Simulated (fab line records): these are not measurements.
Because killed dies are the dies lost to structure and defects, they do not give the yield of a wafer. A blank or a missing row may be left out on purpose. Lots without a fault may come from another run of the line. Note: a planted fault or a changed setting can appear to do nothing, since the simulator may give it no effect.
2 desks looking at one fault | flow sfq_line | each desk holds nothing but its own numbers, with what lay behind them at the end

== AT THE METROLOGY DESK ==
Means of the sampled wafers that have a number, per lot and without regard to the tool the lot ran on: this is what the gauges read. If a lot's mean is further than 4 standard deviations from the usual mean, the lot is out of limits and carries the mark OUT (the distance appears in the brackets).
Columns: A = M8_BOW at SFQ_M8_BOW_MEAS_951, usual 9 um
lot  | first seen here | A
L659 | day 69 12:26    | 2
L660 | day 69 18:23    | 6
L661 | day 72 18:14    | -10
L662 | day 72 19:26    | 25
L664 | day 73 00:16    | 3
L666 | day 73 03:54    | 12
L667 | day 73 06:14    | 6
L668 | day 73 07:30    | 14
L669 | day 73 08:38    | 15
L676 | day 74 09:41    | 18
L677 | day 74 11:03    | 4
L679 | day 76 04:39    | -1
L680 | day 76 08:15    | 18
L681 | day 76 09:27    | 6
This desk's finding: nothing out of limits on any of the 14 lots.

== FOR THE TOOL OWNER'S DESK: rie_metal-01 ==
The tool's own readings at SFQ_TRILAYER_M7_BARC_OPEN_METAL_ETCH_229 (etches BARC in O2, target depth 125 nm, time 41.7 s): means of the sampled wafers that have a number, for each lot that ran on this tool. If a lot's mean is further than 4 standard deviations from the usual mean, the lot is out of limits and carries the mark OUT (the distance appears in the brackets).
Columns: A = drypump_motor_current_A at SFQ_TRILAYER_M7_BARC_OPEN_METAL_ETCH_229, usual 5.88 A; B = oes_product_au at SFQ_TRILAYER_M7_BARC_OPEN_METAL_ETCH_229, usual 0.685 a.u.; C = rf_fwd_power_W at SFQ_TRILAYER_M7_BARC_OPEN_METAL_ETCH_229, usual 593.6 W
lot  | first seen here | A    | B     | C
L659 | day 64 08:05    | 5.78 | 0.688 | 594.8
L660 | day 64 12:52    | 5.78 | 0.685 | 593.9
L661 | day 65 14:04    | 5.81 | 0.684 | 592.7
L666 | day 66 12:52    | 5.80 | 0.684 | 592.8
L667 | day 66 16:46    | 5.84 | 0.687 | 591.5
L676 | day 67 16:35    | 5.77 | 0.684 | 692.2 (+45) OUT
L677 | day 67 22:53    | 5.79 | 0.683 | 656.6 (+29) OUT
Finding of this desk: L676, L677 out of limits; the first was L676 at day 67 16:35, on rf_fwd_power_W at SFQ_TRILAYER_M7_BARC_OPEN_METAL_ETCH_229. In limits: L659, L660, L661, L666, L667.

== ALL TOGETHER ==
The tool owner's desk had the chance to raise an alarm at day 67 16:35 on L676, L677.
From the metrology desk's view, nothing was out of limits.
The metrology desk has L676, L677 on record, within its limits.
The lots listed all ran SFQ_TRILAYER_M7_BARC_OPEN_METAL_ETCH_229 on rie_metal-01.

== WHAT THE SIMULATOR HAD PUT IN ==
rie_metal-01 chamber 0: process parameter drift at SFQ_TRILAYER_M7_BARC_OPEN_METAL_ETCH_229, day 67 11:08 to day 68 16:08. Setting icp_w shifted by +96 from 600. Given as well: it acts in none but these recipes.
Lots struck among those shown: L676, L677.
Delay in hours, fault start to first out-of-limits reading, by desk: the tool owner's desk at 5.
